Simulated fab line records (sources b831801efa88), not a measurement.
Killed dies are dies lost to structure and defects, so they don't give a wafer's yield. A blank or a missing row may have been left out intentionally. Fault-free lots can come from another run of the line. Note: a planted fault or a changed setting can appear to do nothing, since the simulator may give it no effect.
2 desks looking at one fault :: flow sky130 :: each desk has only its own numbers; what lay behind them comes last

== FROM THE METROLOGY DESK ==
Means of the sampled wafers that have a number, per lot and without regard to the tool the lot ran on: this is what the gauges read. Marked OUT: a lot whose mean sits more than 4 standard deviations from the usual mean, which makes it out of limits; the brackets give that distance.
Columns: A = NWELL_RS at SKY_NWELL_RS_MEAS_29, usual 625.1 ohm/sq; B = RES_XHIGH_RS at SKY_SD_N_RS_MEAS_18, usual 333.4 ohm/sq
lot: L563
first seen here: day 5 04:35
A: 622.6
B: 332.9

lot: L564
first seen here: day 5 10:25
A: 625.6
B: 333.3

lot: L565
first seen here: day 5 17:55
A: 625.5
B: 333.1

lot: L571
first seen here: day 7 15:29
A: 624.8
B: 336.5

lot: L572
first seen here: day 7 22:17
A: 622.1
B: 332.9

lot: L573
first seen here: day 8 10:39
A: 622.2
B: 335.6

lot: L576
first seen here: day 9 01:09
A: 620.6
B: 331.9

lot: L580
first seen here: day 9 16:04
A: 625.4
B: 333.4

lot: L582
first seen here: day 10 04:43
A: 626.7
B: 334.5

lot: L581
first seen here: day 10 05:24
A: 624.2
B: 333.0

lot: L584
first seen here: day 10 11:15
A: 626.0
B: 333.6

lot: L586
first seen here: day 11 02:25
A: 626.0
B: 334.9
This desk's finding: nothing out of limits on any of the 12 lots.

== DESK OF THE TOOL OWNER: implanter-04 ==
The tool's own readings at SKY_NWELL_IMPLANT_12, given as means over the sampled wafers that have a number, one for each lot that went through this tool. Marked OUT: a lot whose mean sits more than 4 standard deviations from the usual mean, which makes it out of limits; the brackets give that distance.
Columns: A = doseIonsCm2 at SKY_NWELL_IMPLANT_12, usual 1.3003e+12; B = faradayCurrentUA at SKY_NWELL_IMPLANT_12, usual 7.31
lot: L564
first seen here: day 4 16:45
A: 1.3003e+12
B: 7.30

lot: L565
first seen here: day 5 00:32
A: 1.3013e+12
B: 7.30

lot: L571
first seen here: day 6 20:25
A: 1.3002e+12
B: 7.33

lot: L572
first seen here: day 7 02:32
A: 1.4646e+12 (+99 or more) OUT
B: 8.03 (+4.8) OUT

lot: L573
first seen here: day 7 13:17
A: 1.4622e+12 (+99 or more) OUT
B: 8.24 (+6.2) OUT

lot: L576
first seen here: day 8 03:25
A: 1.4636e+12 (+99 or more) OUT
B: 8.29 (+6.5) OUT
Finding of this desk: L572, L573, L576 out of limits; the first was L572 at day 7 02:32, on doseIonsCm2 at SKY_NWELL_IMPLANT_12. Within limits: L564, L565, L571.

== ALL TOGETHER ==
At day 7 02:32, on L572, L573, L576, the tool owner's desk was in a position to raise an alarm.
At the metrology desk, nothing out of limits was observed.
The metrology desk holds a record of L572, L573, L576, inside its limits.
SKY_NWELL_IMPLANT_12 was run on implanter-04 by each of the lots named.

== WHAT HAD BEEN PUT IN BY THE SIMULATOR ==
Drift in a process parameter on implanter-04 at SKY_NWELL_IMPLANT_12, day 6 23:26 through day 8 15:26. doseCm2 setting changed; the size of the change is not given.
Lots struck among those shown: L572, L573, L576.
How many hours passed from the start of the fault until each desk's first out-of-limits reading: the tool owner's desk, 3.
